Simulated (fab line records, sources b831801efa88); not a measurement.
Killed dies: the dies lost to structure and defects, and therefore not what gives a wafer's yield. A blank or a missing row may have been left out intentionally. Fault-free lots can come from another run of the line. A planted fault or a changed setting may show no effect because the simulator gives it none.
The tool behind it: which one? -- flow sfq-line -- at 1 step of a route of 325, 14 lots with 42 wafers sampled

WHAT THE GAUGES READ, wafer by wafer
No reading from a measuring or inspecting step in the record can be judged against a usual standard deviation.

WHAT TOOL EACH LOT RAN ON (gives the tool, then ch and the chambers of the sampled wafers, and finally the start)
lot,SFQ_TRILAYER_I0_VIA_BARC_OPEN_VIA_ETCH_046
L886,"rie-diel-04 ch 2,3, day 10 23:16"
L887,"rie-diel-02 ch 0,1,2, day 11 03:37"
L888,"rie-diel-02 ch 0,1, day 11 07:13"
L891,"rie-diel-02 ch 2,3, day 12 06:01"
L892,"rie-diel-04 ch 2,3, day 12 09:37"
L897,"rie-diel-02 ch 1,2, day 14 19:59"
L898,"rie-diel-02 ch 0,1,2, day 15 04:23"
L900,"rie-diel-04 ch 0,3, day 15 21:17"
L901,"rie-diel-04 ch 0,3, day 16 04:17"
L903,"rie-diel-04 ch 0,1,3, day 18 03:24"
L904,"rie-diel-04 ch 0,1,2, day 18 10:36"
L905,"rie-diel-02 ch 0,2,3, day 18 15:34"
L906,"rie-diel-02 ch 0,3, day 18 22:37"
L908,"rie-diel-02 ch 0,2, day 19 14:12"
- SFQ_TRILAYER_I0_VIA_BARC_OPEN_VIA_ETCH_046: etches BARC in O2, target depth 125 nm, time 41.7 s.

AS READ BY THE TOOLS THEMSELVES (means over the sampled wafers that have a number; for cases with no such wafer, the mark the record gives instead)
SFQ_TRILAYER_I0_VIA_BARC_OPEN_VIA_ETCH_046.
lot,tool,drypump-motor-current-A (A),oes-product-au (a.u.),run-length-s (s)
L886,rie-diel-04,5.8,0.685,70.1
L887,rie-diel-02,5.6,0.686,69.7
L888,rie-diel-02,5.3,0.684,70.2
L891,rie-diel-02,5.7,0.682,70.4
L892,rie-diel-04,6.1,0.684,69.3
L897,rie-diel-02,5.1,0.669,72.5
L898,rie-diel-02,5.6,0.671,72.3
L900,rie-diel-04,6.0,0.690,69.6
L901,rie-diel-04,6.0,0.686,69.4
L903,rie-diel-04,6.0,0.689,69.7
L904,rie-diel-04,5.8,0.686,70.1
L905,rie-diel-02,5.9,0.688,69.9
L906,rie-diel-02,6.2,0.685,69.8
L908,rie-diel-02,6.1,0.685,69.7

THE ANSWER, worked out from the rows above alone
Rule: usual is defined by the lots themselves. The widest of any qualifying gaps counts: lots, ordered by their means at a reading, are off when they make up no more than a third of the lots, leave a main group of 4 or more, and stand apart from it by 3 or more times the standard deviation of that group's means. A main group is skipped when, at the precision printed for the reading in the tables above, its means are all equal. Also off: a lot with no number at a reading for which 4 or more lots have one. Where the step has rows for the other lots, those lots are counted as sound. The gauges are gone through in route order, then the tools' own readings, and for those a lot's mean is taken as printed above. At the first step where some lot is off, the reading lying furthest off is the one used; lots without a number count as furthest.
Off, at SFQ_TRILAYER_I0_VIA_BARC_OPEN_VIA_ETCH_046 on run-length-s: L897, L898. Main group: mean 69.8 s, sd 0.31.
If a tool, at that step or one of the process steps before it, ran each lot that is off and ran no sound lot following the first of them, it fits. Of those tried, none fits.

WHAT WAS PUT IN BY THE SIMULATOR
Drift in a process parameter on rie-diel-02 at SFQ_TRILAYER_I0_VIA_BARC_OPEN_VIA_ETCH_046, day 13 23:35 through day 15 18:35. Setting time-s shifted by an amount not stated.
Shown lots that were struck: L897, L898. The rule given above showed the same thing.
